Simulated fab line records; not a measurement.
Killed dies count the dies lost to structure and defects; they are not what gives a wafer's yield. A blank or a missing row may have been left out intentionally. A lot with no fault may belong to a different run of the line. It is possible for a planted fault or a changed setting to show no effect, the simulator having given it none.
A sampling plan put to the test || flow sfq line || one fab line, 35 faults that these records tell of, each judged on the records of the lots that it struck
What counts as the plan is the set of the line's own looks, namely the steps on the route at which a gauge or an inspection reads a wafer and does not change it. Where struck wafers have a number at a look and the file lists that look's usual mean and standard deviation on fault-free wafers, the look can be judged. Caught: at a look after the fault's first step, the mean of the struck wafers lies 4 or more of those standard deviations (sigma) from the usual mean. On the tool: the same test on the tool's own readings at the fault's steps. It also counts as caught if the struck wafers ran another recipe or if their record alone is blank.

THE FAULTS, as the simulator had put them in
1. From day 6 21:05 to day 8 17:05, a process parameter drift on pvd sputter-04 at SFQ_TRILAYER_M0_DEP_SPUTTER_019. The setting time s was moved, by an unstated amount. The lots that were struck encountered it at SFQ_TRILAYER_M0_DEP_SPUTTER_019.
2. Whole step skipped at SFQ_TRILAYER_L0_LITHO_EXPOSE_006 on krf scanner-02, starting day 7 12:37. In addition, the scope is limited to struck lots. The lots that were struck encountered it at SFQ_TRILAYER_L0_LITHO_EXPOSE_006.
3. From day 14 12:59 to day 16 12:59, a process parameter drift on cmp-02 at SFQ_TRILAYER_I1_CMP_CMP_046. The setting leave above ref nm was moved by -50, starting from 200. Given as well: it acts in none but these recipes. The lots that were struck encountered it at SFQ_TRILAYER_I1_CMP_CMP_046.
4. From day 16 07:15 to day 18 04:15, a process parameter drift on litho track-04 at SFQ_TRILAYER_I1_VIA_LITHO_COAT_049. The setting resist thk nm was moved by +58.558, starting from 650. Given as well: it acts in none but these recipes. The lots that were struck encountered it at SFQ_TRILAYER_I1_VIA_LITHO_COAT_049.
5. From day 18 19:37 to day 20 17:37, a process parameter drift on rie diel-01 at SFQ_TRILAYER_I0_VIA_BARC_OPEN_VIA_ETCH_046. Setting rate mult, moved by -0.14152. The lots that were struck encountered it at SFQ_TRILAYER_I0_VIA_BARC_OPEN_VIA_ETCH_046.
6. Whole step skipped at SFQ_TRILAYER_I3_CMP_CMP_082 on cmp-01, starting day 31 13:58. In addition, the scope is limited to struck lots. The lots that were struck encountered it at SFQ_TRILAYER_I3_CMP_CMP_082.
7. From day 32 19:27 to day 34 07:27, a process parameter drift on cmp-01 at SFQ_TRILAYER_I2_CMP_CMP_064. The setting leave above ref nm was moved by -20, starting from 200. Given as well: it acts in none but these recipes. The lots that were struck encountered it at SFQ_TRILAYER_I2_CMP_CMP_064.
8. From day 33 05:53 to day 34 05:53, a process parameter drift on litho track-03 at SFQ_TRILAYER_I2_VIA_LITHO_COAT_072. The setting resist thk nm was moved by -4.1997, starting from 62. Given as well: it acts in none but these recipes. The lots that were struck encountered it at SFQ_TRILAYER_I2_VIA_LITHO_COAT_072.
9. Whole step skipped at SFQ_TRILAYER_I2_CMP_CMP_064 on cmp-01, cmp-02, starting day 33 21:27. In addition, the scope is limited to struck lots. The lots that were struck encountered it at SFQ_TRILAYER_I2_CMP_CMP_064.
10. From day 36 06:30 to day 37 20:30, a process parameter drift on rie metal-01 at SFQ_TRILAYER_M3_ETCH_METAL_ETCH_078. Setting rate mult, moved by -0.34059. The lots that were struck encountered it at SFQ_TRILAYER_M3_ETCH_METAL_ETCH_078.
11. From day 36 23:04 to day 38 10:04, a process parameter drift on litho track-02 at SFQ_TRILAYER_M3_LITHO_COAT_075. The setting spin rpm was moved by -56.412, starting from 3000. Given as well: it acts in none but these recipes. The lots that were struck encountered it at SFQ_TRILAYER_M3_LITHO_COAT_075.
12. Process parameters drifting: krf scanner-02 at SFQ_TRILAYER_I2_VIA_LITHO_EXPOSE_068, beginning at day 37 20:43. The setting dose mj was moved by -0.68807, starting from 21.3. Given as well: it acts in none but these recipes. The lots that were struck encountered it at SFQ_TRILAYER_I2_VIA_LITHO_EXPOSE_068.
13. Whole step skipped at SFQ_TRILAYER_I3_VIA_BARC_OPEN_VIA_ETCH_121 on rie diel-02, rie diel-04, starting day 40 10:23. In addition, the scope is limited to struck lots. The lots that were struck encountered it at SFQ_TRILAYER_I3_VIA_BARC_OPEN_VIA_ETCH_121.
14. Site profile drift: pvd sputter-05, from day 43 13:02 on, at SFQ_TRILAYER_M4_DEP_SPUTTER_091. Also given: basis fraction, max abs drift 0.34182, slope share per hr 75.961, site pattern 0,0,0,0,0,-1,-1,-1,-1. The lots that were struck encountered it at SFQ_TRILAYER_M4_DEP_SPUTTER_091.
15. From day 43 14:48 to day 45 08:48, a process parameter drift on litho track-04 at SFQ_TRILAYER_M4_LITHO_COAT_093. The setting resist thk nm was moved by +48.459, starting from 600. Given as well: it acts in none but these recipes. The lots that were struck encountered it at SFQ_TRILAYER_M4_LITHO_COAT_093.
16. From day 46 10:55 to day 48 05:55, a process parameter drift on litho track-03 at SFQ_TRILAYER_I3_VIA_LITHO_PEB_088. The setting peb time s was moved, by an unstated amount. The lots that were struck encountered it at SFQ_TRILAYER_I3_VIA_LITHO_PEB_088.
17. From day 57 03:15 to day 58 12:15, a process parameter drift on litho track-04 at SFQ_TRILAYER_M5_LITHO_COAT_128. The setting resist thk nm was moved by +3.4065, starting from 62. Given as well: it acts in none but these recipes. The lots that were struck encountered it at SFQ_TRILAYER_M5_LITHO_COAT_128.
18. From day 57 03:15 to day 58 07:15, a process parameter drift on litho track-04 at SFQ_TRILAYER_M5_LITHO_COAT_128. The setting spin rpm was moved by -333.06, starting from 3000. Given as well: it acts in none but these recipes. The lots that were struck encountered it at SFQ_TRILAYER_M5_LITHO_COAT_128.
19. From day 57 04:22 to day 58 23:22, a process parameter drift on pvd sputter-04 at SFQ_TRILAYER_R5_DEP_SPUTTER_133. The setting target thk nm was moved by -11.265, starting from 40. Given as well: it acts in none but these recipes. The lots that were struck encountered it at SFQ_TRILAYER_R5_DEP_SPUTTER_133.
20. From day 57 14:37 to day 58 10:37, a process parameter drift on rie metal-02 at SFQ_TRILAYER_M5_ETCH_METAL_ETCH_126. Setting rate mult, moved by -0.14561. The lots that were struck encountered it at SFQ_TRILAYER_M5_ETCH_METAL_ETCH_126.
21. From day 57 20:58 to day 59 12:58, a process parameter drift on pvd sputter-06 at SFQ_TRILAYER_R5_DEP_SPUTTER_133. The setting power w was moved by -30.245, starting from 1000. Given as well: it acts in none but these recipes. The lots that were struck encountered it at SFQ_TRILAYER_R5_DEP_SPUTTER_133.
22. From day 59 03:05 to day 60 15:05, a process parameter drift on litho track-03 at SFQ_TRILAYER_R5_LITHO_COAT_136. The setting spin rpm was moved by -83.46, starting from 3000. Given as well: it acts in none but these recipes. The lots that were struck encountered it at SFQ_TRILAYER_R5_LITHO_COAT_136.
23. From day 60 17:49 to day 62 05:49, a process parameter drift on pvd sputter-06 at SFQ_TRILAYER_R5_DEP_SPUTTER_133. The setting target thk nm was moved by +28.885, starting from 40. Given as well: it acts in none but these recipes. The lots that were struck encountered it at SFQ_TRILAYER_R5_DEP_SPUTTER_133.
24. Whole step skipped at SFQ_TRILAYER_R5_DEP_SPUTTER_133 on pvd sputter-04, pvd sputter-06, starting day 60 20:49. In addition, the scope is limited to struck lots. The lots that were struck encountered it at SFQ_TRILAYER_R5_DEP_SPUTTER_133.
25. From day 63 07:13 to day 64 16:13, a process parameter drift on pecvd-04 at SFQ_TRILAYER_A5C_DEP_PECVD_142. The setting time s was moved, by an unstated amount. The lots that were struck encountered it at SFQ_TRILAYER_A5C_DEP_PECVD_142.
26. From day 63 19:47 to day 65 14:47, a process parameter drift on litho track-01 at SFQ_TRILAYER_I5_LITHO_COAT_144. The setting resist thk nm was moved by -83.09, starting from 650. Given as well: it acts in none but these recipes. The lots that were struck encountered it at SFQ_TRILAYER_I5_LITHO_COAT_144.
27. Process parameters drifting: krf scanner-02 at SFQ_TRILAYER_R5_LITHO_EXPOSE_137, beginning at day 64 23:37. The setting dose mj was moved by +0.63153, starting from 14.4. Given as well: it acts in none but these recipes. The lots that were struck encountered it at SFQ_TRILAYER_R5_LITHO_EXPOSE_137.
28. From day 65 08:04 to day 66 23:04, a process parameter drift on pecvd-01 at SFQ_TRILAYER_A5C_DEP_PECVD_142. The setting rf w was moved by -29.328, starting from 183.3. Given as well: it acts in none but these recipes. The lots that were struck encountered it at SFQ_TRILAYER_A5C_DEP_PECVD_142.
29. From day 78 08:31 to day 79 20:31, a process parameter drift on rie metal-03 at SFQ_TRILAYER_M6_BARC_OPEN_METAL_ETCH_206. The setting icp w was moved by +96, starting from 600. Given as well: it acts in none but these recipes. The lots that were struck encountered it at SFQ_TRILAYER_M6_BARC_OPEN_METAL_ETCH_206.
30. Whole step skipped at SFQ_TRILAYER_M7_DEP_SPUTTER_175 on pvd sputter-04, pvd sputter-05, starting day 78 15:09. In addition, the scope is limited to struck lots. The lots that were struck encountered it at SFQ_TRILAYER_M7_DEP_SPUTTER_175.
31. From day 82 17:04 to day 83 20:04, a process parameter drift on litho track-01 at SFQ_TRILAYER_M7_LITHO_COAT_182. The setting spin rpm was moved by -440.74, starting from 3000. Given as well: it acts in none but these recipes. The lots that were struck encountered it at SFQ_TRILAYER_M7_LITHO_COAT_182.
32. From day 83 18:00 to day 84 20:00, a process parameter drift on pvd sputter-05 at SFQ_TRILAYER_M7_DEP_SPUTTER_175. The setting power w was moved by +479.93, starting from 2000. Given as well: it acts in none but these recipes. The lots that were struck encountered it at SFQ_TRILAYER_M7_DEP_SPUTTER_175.
33. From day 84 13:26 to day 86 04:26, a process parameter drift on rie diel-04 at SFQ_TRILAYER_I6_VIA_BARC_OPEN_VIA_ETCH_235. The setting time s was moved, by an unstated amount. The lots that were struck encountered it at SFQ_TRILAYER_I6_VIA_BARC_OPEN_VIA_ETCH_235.
34. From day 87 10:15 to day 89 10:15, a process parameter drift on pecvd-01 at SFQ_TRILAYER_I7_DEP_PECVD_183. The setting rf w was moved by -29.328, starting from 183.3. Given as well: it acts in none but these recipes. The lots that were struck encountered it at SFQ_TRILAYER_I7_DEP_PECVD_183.
35. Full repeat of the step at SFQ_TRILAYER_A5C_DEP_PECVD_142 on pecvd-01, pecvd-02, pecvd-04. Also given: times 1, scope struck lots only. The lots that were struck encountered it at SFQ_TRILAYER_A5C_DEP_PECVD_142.

WHAT THE PLAN SAW
{"fault": 1, "on the tool itself": "under 2 sigma", "first look that catches it": "SFQ_M0_RS_MEAS_904", "reading, sigma": "M0_NB_RS -10", "median hours from its first step to that look": 0.1, "hours from the fault's start to the first struck lot there": 9, "judged looks passed uncaught": 0}
{"fault": 2, "on the tool itself": "no reading that can be judged", "first look that catches it": "no look after it can be judged", "reading, sigma": "-", "median hours from its first step to that look": "-", "hours from the fault's start to the first struck lot there": "-", "judged looks passed uncaught": 0}
{"fault": 3, "on the tool itself": "time to endpoint s +4.5 sigma", "first look that catches it": "not the one look that can be judged after it", "reading, sigma": "-", "median hours from its first step to that look": "-", "hours from the fault's start to the first struck lot there": "-", "judged looks passed uncaught": 1}
{"fault": 4, "on the tool itself": "under 2 sigma", "first look that catches it": "not the one look that can be judged after it", "reading, sigma": "-", "median hours from its first step to that look": "-", "hours from the fault's start to the first struck lot there": "-", "judged looks passed uncaught": 1}
{"fault": 5, "on the tool itself": "under 2 sigma", "first look that catches it": "no look after it can be judged", "reading, sigma": "-", "median hours from its first step to that look": "-", "hours from the fault's start to the first struck lot there": "-", "judged looks passed uncaught": 0}
{"fault": 6, "on the tool itself": "the tool's record is blank for the struck wafers", "first look that catches it": "no look after it can be judged", "reading, sigma": "-", "median hours from its first step to that look": "-", "hours from the fault's start to the first struck lot there": "-", "judged looks passed uncaught": 0}
{"fault": 7, "on the tool itself": "only faintly: time to endpoint s +2.2 sigma", "first look that catches it": "no look after it can be judged", "reading, sigma": "-", "median hours from its first step to that look": "-", "hours from the fault's start to the first struck lot there": "-", "judged looks passed uncaught": 0}
{"fault": 8, "on the tool itself": "under 2 sigma", "first look that catches it": "none of the 2 looks that can be judged after it", "reading, sigma": "-", "median hours from its first step to that look": "-", "hours from the fault's start to the first struck lot there": "-", "judged looks passed uncaught": 2}
{"fault": 9, "on the tool itself": "the tool's record is blank for the struck wafers", "first look that catches it": "no look after it can be judged", "reading, sigma": "-", "median hours from its first step to that look": "-", "hours from the fault's start to the first struck lot there": "-", "judged looks passed uncaught": 0}
{"fault": 10, "on the tool itself": "oes product au -13 sigma", "first look that catches it": "none of the 5 looks that can be judged after it", "reading, sigma": "-", "median hours from its first step to that look": "-", "hours from the fault's start to the first struck lot there": "-", "judged looks passed uncaught": 5}
{"fault": 11, "on the tool itself": "spin speed rpm -25 sigma", "first look that catches it": "not the one look that can be judged after it", "reading, sigma": "-", "median hours from its first step to that look": "-", "hours from the fault's start to the first struck lot there": "-", "judged looks passed uncaught": 1}
{"fault": 12, "on the tool itself": "exposure dose mJ cm2 -34 sigma", "first look that catches it": "not the one look that can be judged after it", "reading, sigma": "-", "median hours from its first step to that look": "-", "hours from the fault's start to the first struck lot there": "-", "judged looks passed uncaught": 1}
{"fault": 13, "on the tool itself": "the tool's record is blank for the struck wafers", "first look that catches it": "not the one look that can be judged after it", "reading, sigma": "-", "median hours from its first step to that look": "-", "hours from the fault's start to the first struck lot there": "-", "judged looks passed uncaught": 1}
{"fault": 14, "on the tool itself": "under 2 sigma", "first look that catches it": "SFQ_M4_RS_MEAS_924", "reading, sigma": "M4_NB_RS +17", "median hours from its first step to that look": 0.1, "hours from the fault's start to the first struck lot there": 32, "judged looks passed uncaught": 0}
{"fault": 15, "on the tool itself": "no reading that can be judged", "first look that catches it": "not the one look that can be judged after it", "reading, sigma": "-", "median hours from its first step to that look": "-", "hours from the fault's start to the first struck lot there": "-", "judged looks passed uncaught": 1}
{"fault": 16, "on the tool itself": "no reading that can be judged", "first look that catches it": "not the one look that can be judged after it", "reading, sigma": "-", "median hours from its first step to that look": "-", "hours from the fault's start to the first struck lot there": "-", "judged looks passed uncaught": 1}
{"fault": 17, "on the tool itself": "under 2 sigma", "first look that catches it": "no look after it can be judged", "reading, sigma": "-", "median hours from its first step to that look": "-", "hours from the fault's start to the first struck lot there": "-", "judged looks passed uncaught": 0}
{"fault": 18, "on the tool itself": "spin speed rpm -99 or beyond sigma", "first look that catches it": "no look after it can be judged", "reading, sigma": "-", "median hours from its first step to that look": "-", "hours from the fault's start to the first struck lot there": "-", "judged looks passed uncaught": 0}
{"fault": 19, "on the tool itself": "under 2 sigma", "first look that catches it": "SFQ_R5_RS_MEAS_933", "reading, sigma": "R5_MONX_RS +33", "median hours from its first step to that look": 0.1, "hours from the fault's start to the first struck lot there": 4, "judged looks passed uncaught": 0}
{"fault": 20, "on the tool itself": "under 2 sigma", "first look that catches it": "no look after it can be judged", "reading, sigma": "-", "median hours from its first step to that look": "-", "hours from the fault's start to the first struck lot there": "-", "judged looks passed uncaught": 0}
{"fault": 21, "on the tool itself": "cathode dc power W -99 or beyond sigma", "first look that catches it": "none of the 2 looks that can be judged after it", "reading, sigma": "strongest: R5_MONX_THK at SFQ_R5_THK_MEAS_934, -3.2", "median hours from its first step to that look": "-", "hours from the fault's start to the first struck lot there": "-", "judged looks passed uncaught": 2}
{"fault": 22, "on the tool itself": "spin speed rpm -42 sigma", "first look that catches it": "not the one look that can be judged after it", "reading, sigma": "-", "median hours from its first step to that look": "-", "hours from the fault's start to the first struck lot there": "-", "judged looks passed uncaught": 1}
{"fault": 23, "on the tool itself": "under 2 sigma", "first look that catches it": "SFQ_R5_RS_MEAS_933", "reading, sigma": "R5_MONX_RS -35", "median hours from its first step to that look": 0.1, "hours from the fault's start to the first struck lot there": 6, "judged looks passed uncaught": 0}
{"fault": 24, "on the tool itself": "the tool's record is blank for the struck wafers", "first look that catches it": "SFQ_R5_RS_MEAS_933", "reading, sigma": "R5_MONX_RS +99 or beyond", "median hours from its first step to that look": 0.1, "hours from the fault's start to the first struck lot there": 6, "judged looks passed uncaught": 0}
{"fault": 25, "on the tool itself": "under 2 sigma", "first look that catches it": "no look after it can be judged", "reading, sigma": "-", "median hours from its first step to that look": "-", "hours from the fault's start to the first struck lot there": "-", "judged looks passed uncaught": 0}
{"fault": 26, "on the tool itself": "no reading that can be judged", "first look that catches it": "not the one look that can be judged after it", "reading, sigma": "-", "median hours from its first step to that look": "-", "hours from the fault's start to the first struck lot there": "-", "judged looks passed uncaught": 1}
{"fault": 27, "on the tool itself": "exposure dose mJ cm2 +41 sigma", "first look that catches it": "not the one look that can be judged after it", "reading, sigma": "-", "median hours from its first step to that look": "-", "hours from the fault's start to the first struck lot there": "-", "judged looks passed uncaught": 1}
{"fault": 28, "on the tool itself": "rf fwd power W -26 sigma", "first look that catches it": "none of the 2 looks that can be judged after it", "reading, sigma": "-", "median hours from its first step to that look": "-", "hours from the fault's start to the first struck lot there": "-", "judged looks passed uncaught": 2}
{"fault": 29, "on the tool itself": "rf fwd power W +42 sigma", "first look that catches it": "no look after it can be judged", "reading, sigma": "-", "median hours from its first step to that look": "-", "hours from the fault's start to the first struck lot there": "-", "judged looks passed uncaught": 0}
{"fault": 30, "on the tool itself": "the tool's record is blank for the struck wafers", "first look that catches it": "no look after it can be judged", "reading, sigma": "-", "median hours from its first step to that look": "-", "hours from the fault's start to the first struck lot there": "-", "judged looks passed uncaught": 0}
{"fault": 31, "on the tool itself": "spin speed rpm -99 or beyond sigma", "first look that catches it": "none of the 2 looks that can be judged after it", "reading, sigma": "-", "median hours from its first step to that look": "-", "hours from the fault's start to the first struck lot there": "-", "judged looks passed uncaught": 2}
{"fault": 32, "on the tool itself": "cathode dc power W +99 or beyond sigma", "first look that catches it": "SFQ_M7_RS_MEAS_943", "reading, sigma": "M7_NB_RS -14", "median hours from its first step to that look": 0.1, "hours from the fault's start to the first struck lot there": 17, "judged looks passed uncaught": 0}
{"fault": 33, "on the tool itself": "oes product au +52 sigma", "first look that catches it": "no look after it can be judged", "reading, sigma": "-", "median hours from its first step to that look": "-", "hours from the fault's start to the first struck lot there": "-", "judged looks passed uncaught": 0}
{"fault": 34, "on the tool itself": "rf fwd power W -53 sigma", "first look that catches it": "no look after it can be judged", "reading, sigma": "-", "median hours from its first step to that look": "-", "hours from the fault's start to the first struck lot there": "-", "judged looks passed uncaught": 0}
{"fault": 35, "on the tool itself": "under 2 sigma", "first look that catches it": "no look after it can be judged", "reading, sigma": "-", "median hours from its first step to that look": "-", "hours from the fault's start to the first struck lot there": "-", "judged looks passed uncaught": 0}
A dash: the fault is not caught, or the number is missing from these records.

Caught at a look: 6 of 35. Caught on the tool: 19 of 35. By one or the other: 23 of 35.
Caught on the tool alone: faults 3, 6, 9, 10, 11, 12, 13, 18, 21, 22, 27, 28, 29, 30, 31, 33, 34.
Caught at a look alone: faults 1, 14, 19, 23.
Caught by neither: faults 2, 4, 5, 7, 8, 15, 16, 17, 20, 25, 26, 35.

THINNER SAMPLING
In the worst case, this is how late the first struck lot would be measured if the look that catches a fault measured only every second or every third lot, by lot number:
{"fault": 1, "struck lots at that look, in order of time": "L422, L426", "every lot": "9 h", "every second lot": "may miss all 2", "every third lot": "may miss all 2"}
{"fault": 14, "struck lots at that look, in order of time": "L846, L848, L853", "every lot": "32 h", "every second lot": "89 h", "every third lot": "89 h"}
{"fault": 19, "struck lots at that look, in order of time": "L842, L844, L846", "every lot": "4 h", "every second lot": "may miss all 3", "every third lot": "22 h"}
{"fault": 23, "struck lots at that look, in order of time": "L293, L294", "every lot": "6 h", "every second lot": "9 h", "every third lot": "may miss all 2"}
{"fault": 24, "struck lots at that look, in order of time": "L925, L926", "every lot": "6 h", "every second lot": "9 h", "every third lot": "may miss all 2"}
{"fault": 32, "struck lots at that look, in order of time": "L542, L543", "every lot": "17 h", "every second lot": "19 h", "every third lot": "may miss all 2"}
Hours: fault start to first struck lot measured. Since the struck wafers were tested as one group against 4 sigma, a single lot by itself may lie under the limit. Other struck lots may not be in these records.

THE LONGEST TIMED WAY FROM STEP TO LOOK
For fault 1, SFQ_TRILAYER_M0_DEP_SPUTTER_019 and SFQ_M0_RS_MEAS_904 are separated by a median of 0.1 hours. No look between them can be judged.
